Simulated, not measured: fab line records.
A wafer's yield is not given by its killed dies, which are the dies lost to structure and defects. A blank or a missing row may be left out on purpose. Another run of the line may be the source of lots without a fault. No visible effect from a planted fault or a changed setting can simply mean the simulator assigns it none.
The tool behind it: which one? -- flow sky130 -- 38 wafers from 13 lots sampled at 2 of the route's 708 steps

WHAT THE GAUGES READ, wafer by wafer
No reading from a measuring or inspecting step in the record can be judged against a usual standard deviation.

WHAT TOOL EACH LOT RAN ON (gives the tool, then ch and the chambers of the sampled wafers, and finally the start)
lot,SKY_PAD_OPEN_DEHYDRATE_00,SKY_PAD_OPEN_PROBE_99
L551,"lithoTrack-01 ch 0, day 45 05:29",-
L553,"lithoTrack-02 ch 0, day 45 12:04",-
L556,"lithoTrack-03 ch 0, day 46 11:07","prober-01, day 47 00:32"
L557,"lithoTrack-02 ch 0, day 46 16:49","prober-02, day 47 05:22"
L558,"lithoTrack-03 ch 0, day 46 23:21","prober-01, day 47 11:37"
L559,"lithoTrack-03 ch 0, day 47 14:03","prober-02, day 48 01:56"
L560,"lithoTrack-02 ch 0, day 47 15:23","prober-01, day 48 03:35"
L561,"lithoTrack-03 ch 0, day 47 21:43","prober-02, day 48 09:46"
L562,"lithoTrack-03 ch 0, day 48 01:43","prober-01, day 48 14:37"
L563,"lithoTrack-02 ch 0, day 48 04:23","prober-02, day 48 16:43"
L565,"lithoTrack-03 ch 0, day 49 04:36",-
L573,"lithoTrack-02 ch 0, day 50 07:55",-
L574,"lithoTrack-02 ch 0, day 50 09:31",-
- SKY_PAD_OPEN_DEHYDRATE_00: time 60 s.
- SKY_PAD_OPEN_PROBE_99

AS READ BY THE TOOLS THEMSELVES (means over the sampled wafers that have a number; for cases with no such wafer, the mark the record gives instead)
SKY_PAD_OPEN_DEHYDRATE_00.
lot,tool,runLengthS (s)
L551,lithoTrack-01,89.01
L553,lithoTrack-02,88.97
L556,lithoTrack-03,89.09
L557,lithoTrack-02,88.99
L558,lithoTrack-03,89.07
L559,lithoTrack-03,89.05
L560,lithoTrack-02,89.09
L561,lithoTrack-03,89.13
L562,lithoTrack-03,89.04
L563,lithoTrack-02,89.05
L565,lithoTrack-03,94.20
L573,lithoTrack-02,88.97
L574,lithoTrack-02,88.94

SKY_PAD_OPEN_PROBE_99.
lot,tool,defectLimitedYield (%),killed_at_M0_to_M3,killed_at_M4_up,killedAtContacts,killedAtFrontEnd,killedAtOther,killedDies,killedOpen,killedShort,sort_bin_3_pad_short (%),sort_bin_5_function (%),sort_bin_6_memory (%),sortNPass,sortYieldPct (%)
L556,prober-01,82.1,52,2.7,23,10,0.7,88,49,39,0.9,9.7,7.2,404,82.1
L557,prober-02,81.0,46,3.0,27,17,0.0,93,50,43,0.9,10.8,7.3,399,81.0
L558,prober-01,84.1,42,3.0,19,14,0.0,78,46,32,1.0,9.2,5.7,414,84.1
L559,prober-02,82.6,46,4.0,22,12,1.0,86,46,39,0.7,9.2,7.4,406,82.6
L560,prober-01,85.2,36,2.7,23,11,0.0,73,40,33,0.6,8.9,5.3,419,85.2
L561,prober-02,82.9,45,3.7,24,12,0.0,84,50,34,1.0,10.1,6.0,408,82.9
L562,prober-01,82.8,46,2.7,24,12,0.3,84,45,39,0.8,10.5,5.8,408,82.8
L563,prober-02,82.6,44,4.0,23,13,0.7,85,50,35,0.7,10.4,6.3,407,82.6

THE ANSWER, worked out from the rows above alone
Rule: usual is defined by the lots themselves. The widest of any qualifying gaps counts: lots, ordered by their means at a reading, are off when they make up no more than a third of the lots, leave a main group of 4 or more, and stand apart from it by 3 or more times the standard deviation of that group's means. The tables above print the reading to a certain number of digits; a main group whose means all agree to those digits is not used. Also off: a lot with no number at a reading for which 4 or more lots have one. All remaining lots with rows at the step are treated as sound. Order of review: gauges by route order, followed by the tools' own readings, for which a lot's mean as printed above is used. The first step at which some lot is off is used, and at that step the reading that is off furthest; a lot without a number counts as furthest.
Off: L565, at SKY_PAD_OPEN_DEHYDRATE_00 (runLengthS). Main group: mean 89.03 s, sd 0.055.
A tool fits if, at that step or a process step before it, it ran every lot that is off, and no sound lot after the first of them. One candidate fits, namely lithoTrack-03 at SKY_PAD_OPEN_DEHYDRATE_00. A fault onset in the window from L562 (day 48 01:43, its last sound lot) to L565 (day 49 04:36, its first lot off) fits.
The tool's own readings at SKY_PAD_OPEN_DEHYDRATE_00 bear it out: on the lots that are off they differ by more than 5 times the standard deviation of the sound lots' means. runLengthS reads 94.20 s there against 89.03 s on the sound lots.

WHAT THE SIMULATOR HAD INSERTED
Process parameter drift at SKY_PAD_OPEN_DEHYDRATE_00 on lithoTrack-03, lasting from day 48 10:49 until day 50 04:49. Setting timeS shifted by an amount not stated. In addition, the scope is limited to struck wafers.
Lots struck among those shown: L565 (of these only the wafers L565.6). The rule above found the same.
